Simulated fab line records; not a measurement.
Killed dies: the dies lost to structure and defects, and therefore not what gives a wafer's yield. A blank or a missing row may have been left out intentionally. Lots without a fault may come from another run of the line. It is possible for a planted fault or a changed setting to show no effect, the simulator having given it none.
Comparing a struck lot with a sound one || flow sky130 || 15 out of 708 route steps
Sound: the wafers L773.1, L773.2, L773.6. Wafers struck: L790.2, L790.3, L790.4. Last of all comes the cause.
At each step with rows: each side's tool, then ch and its chambers, then its first start. Under that, the readings that differ: sound wafers || struck wafers || difference of the means || sigmas: that difference in standard deviations of wafers without a fault.
alike: readings whose means differ by less than 2 such deviations, and words and numbers that are the same on both sides. not compared: withheld readings, readings that some wafer has no value for, bounds like >300 that may hide the same value, and numbers for which the record gives no deviation and whose values overlap.
Wherever a step has rows on one side only, a row that says differs or no value, or a row with sigmas, the two part there. Non-overlapping numbers with no deviation appear without sigmas and do not part them. Lack of a reading on every wafer of one side parts them only where that side has two or more wafers.

first, 5 steps without rows for these wafers: SKY_SD_N_COAT_02 (resist thk 1140 nm); SKY_SD_N_SOFTBAKE_03 (time 60 s); SKY_SD_N_EXPOSE_04 (exposes mask NSDM, target cd 380 nm); SKY_SD_N_PEB_05; SKY_SD_N_DEVELOP_06 (develop time 60 s).
SKY_SD_N_CD_MEAS_07: target cd 380 nm.
  sound on cd sem-02, day 29 10:10; struck on cd sem-02, day 35 02:26
  alike: cd nm
SKY_SD_N_OVL_MEAS_08:
  sound on overlay-02, day 29 10:17; struck on overlay-01, day 35 02:32
  alike: SD_N_OVL
then, 2 steps without rows for these wafers: SKY_SD_N_IMPLANT_09; SKY_SD_N_IMPLANT_10.
SKY_SD_N_STRIP_11: strips in O2/N2.
  sound on plasma asher-03 ch 0,1, day 29 10:37; struck on plasma asher-02 ch 0,1, day 35 02:52
  alike: drypump motor current A, oes product au, strip time to endpoint s
  not compared: rf hours counter h
SKY_SD_N_TW_MEAS_12:
  sound on film metro-04, day 29 10:43; struck on film metro-02, day 35 02:59
  alike: SD_N_TW
then, 1 step without rows for these wafers: SKY_SD_N_CLEAN_13 (cleans in SC1/SC2, time 150 s).
SKY_SD_N_RTA_14: time 2 s.
  sound on rtp anneal-01 ch 0, day 29 10:50; struck on rtp anneal-02 ch 0, day 35 03:05
  alike: lamp power pct, wafer_temp_C_max
SKY_SD_N_RS_MEAS_16: measurement is done with a four-point probe.
  sound on film metro-04, day 29 11:01; struck on film metro-04, day 35 03:38
{"reading": "SD_N_RS (ohm/sq)", "sound": "68.32 68.29 68.30", "struck": "57.10 57.20 57.19", "difference": -11.14, "sigmas": -74}
  not compared: hold
next, for these wafers, 1 step has no rows: SKY_PAD_OPEN_PROBE_99.

== WHERE THEY PART ==
At SKY_SD_N_RS_MEAS_16 and nowhere else, as far as this record goes.

WHY: what the simulator had put in
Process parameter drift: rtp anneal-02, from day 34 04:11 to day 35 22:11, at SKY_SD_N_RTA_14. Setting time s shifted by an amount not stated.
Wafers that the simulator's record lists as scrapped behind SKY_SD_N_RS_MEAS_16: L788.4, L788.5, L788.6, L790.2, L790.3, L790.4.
